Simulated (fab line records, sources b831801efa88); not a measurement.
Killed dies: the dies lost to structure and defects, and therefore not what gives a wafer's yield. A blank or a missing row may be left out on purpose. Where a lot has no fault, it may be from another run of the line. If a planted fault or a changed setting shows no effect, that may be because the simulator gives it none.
Which tool did it? | flow gf180mcu | 12 lots with 36 wafers sampled at 7 steps, on a route of 602 steps

WHAT THE GAUGES READ, wafer by wafer
GF_MVPSD_OVL_MEAS_07. Usual: for MVPSD_OVL the level is -1.5 nm and the standard deviation is 1.6.
lot  | measured     | on         | MVPSD_OVL (nm) | flag
L721 | day 5 05:44  | overlay-01 | -3.8 -3.8 -3.5 | 
L723 | day 5 18:19  | overlay-02 | -1.1 -0.9 0.8  | 
L724 | day 5 23:14  | overlay-01 | -0.2 -0.3 -0.4 | 
L725 | day 6 07:40  | overlay-02 | -0.6 -1.9 0.4  | 
L728 | day 7 00:47  | overlay-02 | -4.8 -4.5 -4.2 | 
L729 | day 7 05:56  | overlay-02 | -0.1 -1.7 0.0  | 
L730 | day 7 11:56  | overlay-01 | -0.4 -1.2 -0.2 | 
L733 | day 8 07:31  | overlay-01 | - - -          | OFF
L738 | day 9 12:55  | overlay-01 | -0.2 -1.9 -0.2 | 
L739 | day 9 18:53  | overlay-01 | -1.3 -2.9 -2.8 | 
L741 | day 10 07:20 | overlay-02 | 0.0 -0.8 -0.4  | 
L743 | day 10 19:16 | overlay-02 | 0.6 -0.1 0.3   | 

GF_MVPSD_TW_MEAS_11. Usual: for MVPSD_TW the level is 551 and the standard deviation is 4.5.
lot  | measured     | on           | MVPSD_TW    | flag
L721 | day 5 06:10  | filmMetro-04 | 550 546 550 | 
L723 | day 5 18:46  | filmMetro-03 | 557 556 554 | 
L724 | day 5 23:40  | filmMetro-04 | 552 548 550 | 
L725 | day 6 08:06  | filmMetro-02 | 548 546 549 | 
L728 | day 7 01:14  | filmMetro-02 | 547 550 549 | 
L729 | day 7 06:26  | filmMetro-03 | 555 556 557 | 
L730 | day 7 12:22  | filmMetro-02 | 550 549 546 | 
L733 | day 8 07:58  | filmMetro-02 | 30 30 30    | OFF
L738 | day 9 13:22  | filmMetro-02 | 547 550 549 | 
L739 | day 9 19:20  | filmMetro-02 | 547 548 549 | 
L741 | day 10 07:47 | filmMetro-03 | 560 561 563 | 
L743 | day 10 19:42 | filmMetro-04 | 550 547 552 | 

GF_VT_IMPLANT_TW_MEAS_10. Usual: for VT_IMPLANT_TW the level is 567 and the standard deviation is 4.8.
lot  | measured     | on           | VT_IMPLANT_TW | flag
L721 | day 5 20:22  | filmMetro-02 | 559 558 554   | 
L723 | day 6 09:49  | filmMetro-03 | 565 565 569   | 
L724 | day 6 15:06  | filmMetro-03 | 564 566 566   | 
L725 | day 6 23:41  | filmMetro-03 | 567 566 565   | 
L728 | day 7 17:22  | filmMetro-03 | 566 568 567   | 
L729 | day 7 22:01  | filmMetro-01 | 567 568 571   | 
L730 | day 8 04:40  | filmMetro-03 | 567 567 564   | 
L733 | day 9 00:37  | filmMetro-01 | 700 701 700   | OFF
L738 | day 10 06:34 | filmMetro-03 | 571 571 570   | 
L739 | day 10 13:10 | filmMetro-03 | 571 573 568   | 
L741 | day 11 01:45 | filmMetro-01 | 573 568 570   | 
L743 | day 11 14:04 | filmMetro-01 | 571 570 568   | 

GF_V1_THK_MEAS_03. Usual: for V1_CVD_02_THK the level is 855 nm and the standard deviation is 10.
lot  | measured     | on           | V1_CVD_02_THK (nm) | flag
L721 | day 17 10:52 | filmMetro-02 | 847 864 861        | 
L723 | day 18 11:20 | filmMetro-02 | 859 859 863        | 
L724 | day 18 18:30 | filmMetro-04 | 848 854 863        | 
L725 | day 19 01:21 | filmMetro-02 | 844 835 853        | 
L728 | day 20 10:47 | filmMetro-01 | 853 843 865        | 
L729 | day 20 11:28 | filmMetro-01 | 853 850 858        | 
L730 | day 20 23:04 | filmMetro-02 | 850 857 858        | 
L733 | day 22 02:55 | filmMetro-04 | 865 875 863        | 
L738 | day 23 20:56 | filmMetro-04 | 862 858 868        | 
L739 | day 23 23:44 | filmMetro-01 | 847 859 867        | 
L741 | day 24 17:43 | filmMetro-02 | 842 854 865        | 
L743 | day 25 05:11 | filmMetro-01 | 849 851 850        | 

GF_V1_RS_MEAS_24: the measuring method here is four-point-probe. Usual: for V1_W_RS the level is 0.328 ohm/sq and the standard deviation is 0.0034.
lot  | measured     | on           | V1_W_RS (ohm/sq)  | flag
L721 | day 18 12:43 | filmMetro-01 | 0.323 0.324 0.325 | 
L723 | day 19 12:09 | filmMetro-02 | 0.329 0.328 0.331 | 
L724 | day 19 20:05 | filmMetro-01 | 0.324 0.325 0.331 | 
L725 | day 20 02:29 | filmMetro-01 | 0.332 0.327 0.330 | 
L728 | day 21 11:56 | filmMetro-04 | 0.324 0.323 0.324 | 
L729 | day 21 12:55 | filmMetro-04 | 0.333 0.335 0.335 | 
L730 | day 22 00:17 | filmMetro-01 | 0.325 0.329 0.326 | 
L733 | day 23 03:57 | filmMetro-01 | 0.325 0.330 0.327 | 
L738 | day 24 20:29 | filmMetro-04 | 0.326 0.327 0.329 | 
L739 | day 24 23:18 | filmMetro-02 | 0.330 0.332 0.332 | 
L741 | day 25 16:19 | filmMetro-04 | 0.326 0.331 0.334 | 
L743 | day 26 03:58 | filmMetro-02 | 0.325 0.324 0.325 | 

EACH LOT AND THE TOOL THAT RAN IT (in order: tool; ch and the chambers of the sampled wafers; start)
lot  | GF_MVPSD_EXPOSE_04                 | GF_V1_CMP_04
L721 | ilineStepper-01 ch 0, day 4 22:39  | cmp-02 ch 1,3, day 17 10:55
L723 | ilineStepper-01 ch 0, day 5 10:53  | cmp-01 ch 1,2, day 18 11:26
L724 | ilineStepper-01 ch 0, day 5 16:25  | cmp-02 ch 0,1,3, day 18 18:44
L725 | ilineStepper-02 ch 0, day 6 00:00  | cmp-02 ch 0,2,3, day 19 01:25
L728 | ilineStepper-01 ch 0, day 6 17:03  | cmp-02 ch 2,3, day 20 10:53
L729 | ilineStepper-02 ch 0, day 6 22:22  | cmp-02 ch 0,1,2, day 20 11:37
L730 | ilineStepper-02 ch 0, day 7 04:17  | cmp-02 ch 0,2,3, day 20 23:07
L733 | ilineStepper-02 ch 0, day 7 23:30  | cmp-01 ch 0,2, day 22 02:58
L738 | ilineStepper-02 ch 0, day 9 04:19  | cmp-02 ch 0,1,3, day 23 21:08
L739 | ilineStepper-01 ch 0, day 9 10:34  | cmp-01 ch 0,1,3, day 23 23:53
L741 | ilineStepper-01 ch 0, day 9 22:53  | cmp-01 ch 0,1,3, day 24 17:52
L743 | ilineStepper-02 ch 0, day 10 10:48 | cmp-01 ch 0,3, day 25 05:29
- GF_MVPSD_EXPOSE_04: exposes mask MVPSD, target cd 1000 nm.
- GF_V1_CMP_04: polishes SiO2.

AS READ BY THE TOOLS THEMSELVES (means over the sampled wafers that have a number; for cases with no such wafer, the mark the record gives instead)
GF_MVPSD_EXPOSE_04. Usual: exposureDoseMJCm2 260.01, standard deviation 0.23.
lot  | tool            | exposureDoseMJCm2 | flag
L721 | ilineStepper-01 | 259.71            | 
L723 | ilineStepper-01 | 259.96            | 
L724 | ilineStepper-01 | 260.11            | 
L725 | ilineStepper-02 | 260.16            | 
L728 | ilineStepper-01 | 260.10            | 
L729 | ilineStepper-02 | 260.19            | 
L730 | ilineStepper-02 | 260.00            | 
L733 | ilineStepper-02 | 259.87            | 
L738 | ilineStepper-02 | 259.86            | 
L739 | ilineStepper-01 | 260.25            | 
L741 | ilineStepper-01 | 259.73            | 
L743 | ilineStepper-02 | 260.15            | 

GF_V1_CMP_04. Usual: motorCurrentA 12.1 A, standard deviation 1.1; slurryFilterDpKPa 13.51 kPa, standard deviation 0.14; timeToEndpointS 82 s, standard deviation 4.2.
lot  | tool   | motorCurrentA (A) | slurryFilterDpKPa (kPa) | timeToEndpointS (s) | flag
L721 | cmp-02 | 12.4              | 13.63                   | 85                  | 
L723 | cmp-01 | 12.6              | 13.62                   | 80                  | 
L724 | cmp-02 | 11.8              | 13.57                   | 82                  | 
L725 | cmp-02 | 12.1              | 13.57                   | 80                  | 
L728 | cmp-02 | 13.1              | 13.34                   | 79                  | 
L729 | cmp-02 | 12.7              | 13.46                   | 78                  | 
L730 | cmp-02 | 12.3              | 13.52                   | 85                  | 
L733 | cmp-01 | 12.3              | 13.57                   | 86                  | 
L738 | cmp-02 | 12.4              | 13.49                   | 86                  | 
L739 | cmp-01 | 11.5              | 13.59                   | 85                  | 
L741 | cmp-01 | 11.5              | 13.54                   | 83                  | 
L743 | cmp-01 | 11.6              | 13.40                   | 84                  | 

THE ANSWER, worked out from the rows above alone
Rule: a lot counts as off when the mean over its wafers that have a number is more than 3 standard deviations away from the usual mean. Also off: a lot with no number at a reading for which 4 or more lots have one. All remaining lots with rows at the step are treated as sound. Order of review: gauges by route order, followed by the tools' own readings, for which a lot's mean as printed above is used. At the first step where some lot is off, the reading lying furthest off is the one used; lots without a number count as furthest.
Off: L733, at GF_MVPSD_OVL_MEAS_07 (MVPSD_OVL). Without a number there: L733.
A tool fits if, at a process step before that reading, it ran every lot that is off, and no sound lot after the first of them. Not tried: the gauges at GF_MVPSD_OVL_MEAS_07; whatever is off there is also off at GF_MVPSD_TW_MEAS_11, on other tools, and gauge error can't account for it. None of those tried fits.

WHAT WAS PUT IN BY THE SIMULATOR
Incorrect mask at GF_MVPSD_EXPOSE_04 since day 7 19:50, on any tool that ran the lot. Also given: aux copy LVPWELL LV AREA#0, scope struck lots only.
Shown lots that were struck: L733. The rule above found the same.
